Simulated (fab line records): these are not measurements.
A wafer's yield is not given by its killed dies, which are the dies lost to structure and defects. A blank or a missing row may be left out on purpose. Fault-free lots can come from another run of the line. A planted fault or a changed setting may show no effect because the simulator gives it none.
Which of the tools did it? + flow gf180mcu + Sampling: 13 lots, 39 wafers, 6 of 602 route steps

== WHAT EACH GAUGE READ, for each wafer ==
GF_STI_THK_MEAS_22.
| lot  | measured    | on            | STI_OXIDATION_01_THK (nm) |
|------|-------------|---------------|---------------------------|
| L596 | day 2 03:34 | film metro-03 | 15.1 15.2 15.2            |
| L597 | day 2 08:33 | film metro-02 | 14.8 15.0 14.8            |
| L598 | day 2 13:05 | film metro-02 | 14.8 14.8 14.9            |
| L600 | day 3 00:36 | film metro-04 | 15.1 14.9 14.8            |
| L601 | day 3 04:52 | film metro-03 | 15.2 15.4 15.6            |
| L602 | day 3 11:27 | film metro-02 | 15.0 14.9 14.9            |
| L604 | day 4 00:56 | film metro-03 | 14.6 14.4 14.5            |
| L606 | day 4 13:00 | film metro-02 | 14.4 14.6 14.6            |
| L607 | day 4 22:37 | film metro-04 | 15.4 15.4 15.6            |
| L608 | day 4 22:37 | film metro-03 | 15.1 15.4 15.0            |
| L612 | day 5 14:22 | film metro-03 | 14.7 14.6 15.1            |
| L613 | day 5 22:16 | film metro-04 | 15.9 15.5 15.5            |
| L617 | day 6 16:17 | film metro-02 | 15.4 15.4 15.2            |

GF_LVPWELL_TW_MEAS_11.
| lot  | measured    | on            | LVPWELL_TW  |
|------|-------------|---------------|-------------|
| L596 | day 3 20:28 | film metro-01 | 557 559 554 |
| L597 | day 4 01:10 | film metro-03 | 544 547 545 |
| L598 | day 4 07:08 | film metro-03 | 550 547 547 |
| L600 | day 4 17:37 | film metro-04 | 556 556 557 |
| L601 | day 4 21:47 | film metro-04 | 555 557 554 |
| L602 | day 5 07:55 | film metro-04 | 552 554 555 |
| L604 | day 5 22:08 | film metro-03 | 540 543 543 |
| L606 | day 6 17:03 | film metro-01 | 586 588 591 |
| L607 | day 7 00:02 | film metro-03 | 571 570 568 |
| L608 | day 7 00:46 | film metro-01 | 564 559 562 |
| L612 | day 7 15:32 | film metro-03 | 550 548 550 |
| L613 | day 8 00:25 | film metro-04 | 561 562 562 |
| L617 | day 8 20:04 | film metro-04 | 559 560 558 |

GF_VT_IMPLANT_OVL_MEAS_07.
| lot  | measured     | on         | VT_IMPLANT_OVL (nm) |
|------|--------------|------------|---------------------|
| L596 | day 5 11:45  | overlay-02 | 0.1 2.6 0.6         |
| L597 | day 5 17:26  | overlay-02 | -1.3 1.3 0.3        |
| L598 | day 6 00:05  | overlay-02 | -0.3 0.8 0.7        |
| L600 | day 6 11:33  | overlay-02 | 1.0 2.1 2.4         |
| L601 | day 6 18:25  | overlay-02 | -0.1 -1.8 -2.9      |
| L602 | day 7 05:54  | overlay-01 | -1.3 1.2 -1.8       |
| L604 | day 7 20:57  | overlay-02 | -2.4 0.3 -0.7       |
| L606 | day 8 18:05  | overlay-01 | 0.3 0.2 -0.6        |
| L607 | day 9 01:30  | overlay-01 | 0.5 1.4 0.2         |
| L608 | day 9 02:09  | overlay-01 | -1.3 -2.0 2.4       |
| L612 | day 9 18:03  | overlay-01 | -0.5 2.1 0.7        |
| L613 | day 10 03:36 | overlay-01 | 1.8 -0.7 -1.2       |
| L617 | day 11 01:00 | overlay-01 | 2.0 -0.1 0.9        |

GF_VT_IMPLANT_RS_MEAS_48: measurement is done with a four-point probe.
| lot  | measured     | on            | LVPWELL_RS (ohm/sq) |
|------|--------------|---------------|---------------------|
| L596 | day 7 10:08  | film metro-03 | 1198 1197 1198      |
| L597 | day 7 16:38  | film metro-03 | 1194 1195 1198      |
| L598 | day 8 00:03  | film metro-04 | 1193 1193 1194      |
| L600 | day 8 11:47  | film metro-04 | 1198 1196 1197      |
| L601 | day 8 20:07  | film metro-01 | 1203 1202 1201      |
| L602 | day 9 07:19  | film metro-01 | 1199 1199 1199      |
| L604 | day 10 00:08 | film metro-03 | 1202 1197 1200      |
| L606 | day 11 00:31 | film metro-04 | 1098 1096 1094      |
| L607 | day 11 07:08 | film metro-04 | 1095 1094 1094      |
| L608 | day 11 08:20 | film metro-03 | 1197 1200 1197      |
| L612 | day 12 01:43 | film metro-01 | 1198 1195 1197      |
| L613 | day 12 12:44 | film metro-01 | 1197 1196 1195      |
| L617 | day 13 10:23 | film metro-03 | 1202 1203 1202      |

GF_VT_IMPLANT_RS_MEAS_49: measurement is done with a four-point probe.
| lot  | measured     | on            | MVPSD_RS (ohm/sq)    |
|------|--------------|---------------|----------------------|
| L596 | day 7 10:15  | film metro-03 | 1171.3 1169.3 1169.2 |
| L597 | day 7 16:45  | film metro-03 | 1170.7 1171.9 1170.6 |
| L598 | day 8 00:10  | film metro-04 | 1164.3 1163.1 1162.7 |
| L600 | day 8 11:55  | film metro-04 | 1167.5 1170.6 1172.0 |
| L601 | day 8 20:14  | film metro-01 | 1168.8 1166.4 1168.1 |
| L602 | day 9 07:26  | film metro-01 | 1171.5 1169.3 1169.2 |
| L604 | day 10 00:15 | film metro-03 | 1167.4 1165.4 1167.8 |
| L606 | day 11 00:38 | film metro-04 | 1164.9 1166.2 1165.4 |
| L607 | day 11 07:15 | film metro-04 | 1169.5 1171.1 1169.6 |
| L608 | day 11 08:27 | film metro-03 | 1171.5 1168.8 1169.1 |
| L612 | day 12 01:50 | film metro-01 | 1176.5 1173.4 1170.6 |
| L613 | day 12 12:52 | film metro-01 | 1171.3 1171.5 1168.9 |
| L617 | day 13 10:30 | film metro-03 | 1167.3 1170.1 1170.8 |

== WHAT TOOL EACH LOT RAN ON (gives the tool, then ch and the chambers of the sampled wafers, and finally the start) ==
| lot  | GF_LVPWELL_IMPLANT_08          |
|------|--------------------------------|
| L596 | implanter-01 ch 0, day 3 20:04 |
| L597 | implanter-01 ch 0, day 4 00:46 |
| L598 | implanter-01 ch 0, day 4 06:46 |
| L600 | implanter-03 ch 0, day 4 17:14 |
| L601 | implanter-02 ch 0, day 4 21:25 |
| L602 | implanter-03 ch 0, day 5 07:31 |
| L604 | implanter-01 ch 0, day 5 21:44 |
| L606 | implanter-03 ch 0, day 6 16:41 |
| L607 | implanter-03 ch 0, day 6 23:38 |
| L608 | implanter-01 ch 0, day 7 00:22 |
| L612 | implanter-02 ch 0, day 7 15:08 |
| L613 | implanter-01 ch 0, day 8 00:01 |
| L617 | implanter-02 ch 0, day 8 19:41 |
- GF_LVPWELL_IMPLANT_08

== AS READ BY THE TOOLS THEMSELVES (means over the sampled wafers that have a number; for cases with no such wafer, the mark the record gives instead) ==
GF_LVPWELL_IMPLANT_08.
| lot  | tool         | beam energy keV | beam on s (s) | faraday current uA | tilt deg (degrees) |
|------|--------------|-----------------|---------------|--------------------|--------------------|
| L596 | implanter-01 | 170.05          | 9.90          | 85.5               | -0.014             |
| L597 | implanter-01 | 170.02          | 9.85          | 85.8               | -0.004             |
| L598 | implanter-01 | 169.99          | 10.09         | 83.7               | -0.021             |
| L600 | implanter-03 | 170.03          | 10.04         | 84.5               | 0.022              |
| L601 | implanter-02 | 169.95          | 10.05         | 84.2               | 0.006              |
| L602 | implanter-03 | 169.93          | 9.89          | 85.4               | 0.014              |
| L604 | implanter-01 | 170.00          | 10.21         | 82.5               | -0.004             |
| L606 | implanter-03 | 170.04          | 11.84         | 71.5               | 0.004              |
| L607 | implanter-03 | 170.00          | 11.70         | 72.3               | -0.026             |
| L608 | implanter-01 | 170.04          | 9.88          | 85.5               | -0.007             |
| L612 | implanter-02 | 169.97          | 10.21         | 82.8               | -0.022             |
| L613 | implanter-01 | 169.93          | 10.20         | 82.9               | -0.031             |
| L617 | implanter-02 | 169.99          | 9.88          | 85.5               | 0.012              |

== THE ANSWER, worked out from the rows above alone ==
Rule: the usual values come from the lots themselves. Put in order of their means at a reading, lots are off if they are a third of the lots or fewer, leave a main group of 4 or more, and stand apart from it by a gap of 3 or more times the standard deviation of the main group's means; of several such gaps the widest counts. The tables above print the reading to a certain number of digits; a main group whose means all agree to those digits is not used. A lot without any number at a reading at which 4 lots or more have one is off too. All remaining lots with rows at the step are treated as sound. After the gauges, taken in route order, come the tools' own readings; for these a lot's mean is taken, as printed above. At the first step where some lot is off, the reading lying furthest off is the one used; lots without a number count as furthest.
Off: L606, L607, seen at GF_VT_IMPLANT_RS_MEAS_48 (LVPWELL_RS). The main group: mean 1198 ohm/sq, standard deviation 2.6.
If a tool, at a process step before that reading, ran all the lots that are off and no sound lot after the first of them, it fits. Not tried: the gauges at GF_VT_IMPLANT_RS_MEAS_48; whatever is off there is also off at GF_LVPWELL_IMPLANT_08, on other tools, and gauge error can't account for it. One fits: implanter-03 at GF_LVPWELL_IMPLANT_08. Its last sound lot is L602 (day 5 07:31), its first lot that is off L606 (day 6 16:41): a fault that began between those two fits.
The tool's own readings at GF_LVPWELL_IMPLANT_08 bear it out: on the lots that are off they differ by more than 5 times the standard deviation of the sound lots' means. beam on s reads 11.77 s there against 10.02 s on the sound lots; faraday current uA reads 71.9 there against 84.4 on the sound lots.

== WHAT THE SIMULATOR HAD INSERTED ==
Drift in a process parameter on implanter-03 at GF_LVPWELL_IMPLANT_08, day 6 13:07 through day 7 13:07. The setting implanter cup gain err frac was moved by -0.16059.
Struck lots among those shown: L606, L607. The rule above reached the same finding.
